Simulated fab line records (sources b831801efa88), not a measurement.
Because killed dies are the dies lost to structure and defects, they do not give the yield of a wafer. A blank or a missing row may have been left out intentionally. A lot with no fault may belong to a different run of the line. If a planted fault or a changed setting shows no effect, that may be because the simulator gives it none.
Which of the tools did it?    flow sky130    33 wafers from 12 lots sampled at 5 of the route's 708 steps

== WHAT THE GAUGES READ, wafer by wafer ==
SKY_VT_ADJUST_HVTR_OVL_MEAS_08.
lot   measured      on          VT_ADJUST_HVTR_OVL (nm)
L399  day 9 08:59   overlay-01  1.0 -0.4 3.2
L401  day 9 23:01   overlay-02  2.7 1.4
L402  day 10 09:14  overlay-02  -1.7 0.4
L403  day 10 15:58  overlay-01  -3.7 -2.3
L411  day 13 00:58  overlay-02  -0.3 0.4 -1.1
L413  day 13 13:25  overlay-02  0.9 -2.1 -2.1
L412  day 13 14:34  overlay-02  -3.1 -1.3 -1.2
L414  day 13 23:28  overlay-01  0.4 -2.8 0.5
L416  day 14 14:56  overlay-02  -1.6 -0.5 -2.1
L418  day 15 06:58  overlay-01  -2.5 -0.6 0.7
L419  day 15 15:10  overlay-01  -3.0 -1.0 -1.9
L420  day 16 00:16  overlay-01  -1.8 -1.7 -1.8

SKY_SONOS_TUNNEL_TW_MEAS_12.
lot   measured      on             SONOS_TUNNEL_TW
L399  day 11 07:02  film-metro-02  196.7 197.3 197.7
L401  day 11 21:52  film-metro-02  196.8 195.6
L402  day 12 10:14  film-metro-02  193.3 192.7
L403  day 12 15:19  film-metro-02  193.6 193.2
L411  day 15 06:17  film-metro-04  199.6 199.7 199.8
L413  day 15 20:14  film-metro-02  195.4 195.1 194.7
L412  day 15 21:04  film-metro-04  199.8 200.4 200.5
L414  day 16 07:40  film-metro-02  194.1 194.3 195.0
L416  day 16 22:44  film-metro-01  195.0 195.1 194.8
L418  day 17 17:13  film-metro-04  200.8 197.9 200.2
L419  day 18 02:59  film-metro-04  200.4 200.5 199.6
L420  day 18 10:35  film-metro-01  193.7 194.2 193.6

SKY_CONTACT_THK_MEAS_03.
lot   measured      on             CONTACT_HDPCVD_THK (nm)
L399  day 30 03:22  film-metro-02  564 559 563
L401  day 30 19:02  film-metro-01  410 561 410 561
L402  day 31 12:14  film-metro-03  568 417 568 417
L403  day 31 16:38  film-metro-02  418 564 417 564
L411  day 34 09:01  film-metro-01  567 559 562
L413  day 35 02:56  film-metro-03  558 563 568
L412  day 35 05:02  film-metro-01  563 556 563
L414  day 35 10:09  film-metro-01  556 552 556
L416  day 35 21:54  film-metro-01  567 568 567
L418  day 36 15:37  film-metro-01  555 556 549
L419  day 36 22:26  film-metro-02  560 557 564
L420  day 37 05:42  film-metro-01  566 564 572

== WHAT TOOL EACH LOT RAN ON (gives the tool, then ch and the chambers of the sampled wafers, and finally the start) ==
lot   SKY_VT_ADJUST_PCH_STRIP_09            SKY_CONTACT_HDPCVD_02
L399  plasma-asher-02 ch 0,1, day 10 07:32  hdpcvd-02 ch 0,1,2, day 30 03:18
L401  plasma-asher-01 ch 1, day 10 21:47    hdpcvd-02 ch 1,2, day 30 18:58
L402  plasma-asher-04 ch 0, day 11 08:53    hdpcvd-02 ch 0,2, day 31 12:10
L403  plasma-asher-04 ch 0,1, day 11 15:00  hdpcvd-02 ch 0,2, day 31 16:34
L411  plasma-asher-02 ch 1, day 14 02:59    hdpcvd-01 ch 0,2, day 34 08:56
L413  plasma-asher-04 ch 0, day 14 16:21    hdpcvd-02 ch 0,2, day 35 02:52
L412  plasma-asher-02 ch 0,1, day 14 17:23  hdpcvd-02 ch 0,1,2, day 35 04:58
L414  plasma-asher-04 ch 0,1, day 15 02:47  hdpcvd-02 ch 0,2, day 35 10:04
L416  plasma-asher-01 ch 0,1, day 15 18:20  hdpcvd-01 ch 0,1,2, day 35 21:50
L418  plasma-asher-02 ch 0,1, day 16 11:05  hdpcvd-01 ch 0,1,2, day 36 15:32
L419  plasma-asher-04 ch 0,1, day 16 20:51  hdpcvd-02 ch 1,2, day 36 22:21
L420  plasma-asher-02 ch 0,1, day 17 04:51  hdpcvd-02 ch 1,2, day 37 05:38
- SKY_VT_ADJUST_PCH_STRIP_09: strips in O2/N2.
- SKY_CONTACT_HDPCVD_02: deposits SiO2, target thk 565 nm, time 94.2 s.

== WHAT THE TOOLS THEMSELVES READ (means of the sampled wafers that have a number; where no wafer has one, the mark that the record gives instead) ==
SKY_VT_ADJUST_PCH_STRIP_09.
lot   tool             drypump-motor-current-A (A)  oes-product-au (a.u.)  strip-time-to-endpoint-s (s)
L399  plasma-asher-02  6.0                          0.725                  36.98
L401  plasma-asher-01  5.0                          0.722                  36.91
L402  plasma-asher-04  5.3                          0.722                  36.72
L403  plasma-asher-04  5.3                          0.721                  36.95
L411  plasma-asher-02  6.2                          0.721                  36.88
L413  plasma-asher-04  5.3                          0.722                  36.87
L412  plasma-asher-02  6.0                          0.723                  36.89
L414  plasma-asher-04  5.4                          0.728                  36.88
L416  plasma-asher-01  6.0                          0.725                  37.00
L418  plasma-asher-02  6.1                          0.724                  37.19
L419  plasma-asher-04  5.3                          0.722                  36.86
L420  plasma-asher-02  6.1                          0.719                  37.00

SKY_CONTACT_HDPCVD_02.
lot   tool       run-length-s (s)
L399  hdpcvd-02  121.9
L401  hdpcvd-02  109.2
L402  hdpcvd-02  110.2
L403  hdpcvd-02  110.1
L411  hdpcvd-01  121.7
L413  hdpcvd-02  122.1
L412  hdpcvd-02  122.2
L414  hdpcvd-02  122.2
L416  hdpcvd-01  121.9
L418  hdpcvd-01  122.1
L419  hdpcvd-02  121.8
L420  hdpcvd-02  122.0

== THE ANSWER, worked out from the rows above alone ==
Rule: what is usual is taken from the lots themselves. The widest of any qualifying gaps counts: lots, ordered by their means at a reading, are off when they make up no more than a third of the lots, leave a main group of 4 or more, and stand apart from it by 3 or more times the standard deviation of that group's means. A main group is skipped when, at the precision printed for the reading in the tables above, its means are all equal. Also off: a lot with no number at a reading for which 4 or more lots have one. Any other lot the step has rows for is counted as sound. After the gauges, taken in route order, come the tools' own readings; for these a lot's mean is taken, as printed above. At the first step where some lot is off, the reading lying furthest off is the one used; lots without a number count as furthest.
Off: L401, L402, L403, at SKY_CONTACT_THK_MEAS_03 (CONTACT_HDPCVD_THK). Mean 561 nm and standard deviation 4.6 in the main group.
A tool fits if, at a process step before that reading, it ran every lot that is off, and no sound lot after the first of them. The gauges at SKY_CONTACT_THK_MEAS_03 aren't tried: what is off there is off at SKY_CONTACT_HDPCVD_02 too, on other tools, and a gauge's error can't cause that. No candidate that was tried fits.

== WHAT WAS PUT IN BY THE SIMULATOR ==
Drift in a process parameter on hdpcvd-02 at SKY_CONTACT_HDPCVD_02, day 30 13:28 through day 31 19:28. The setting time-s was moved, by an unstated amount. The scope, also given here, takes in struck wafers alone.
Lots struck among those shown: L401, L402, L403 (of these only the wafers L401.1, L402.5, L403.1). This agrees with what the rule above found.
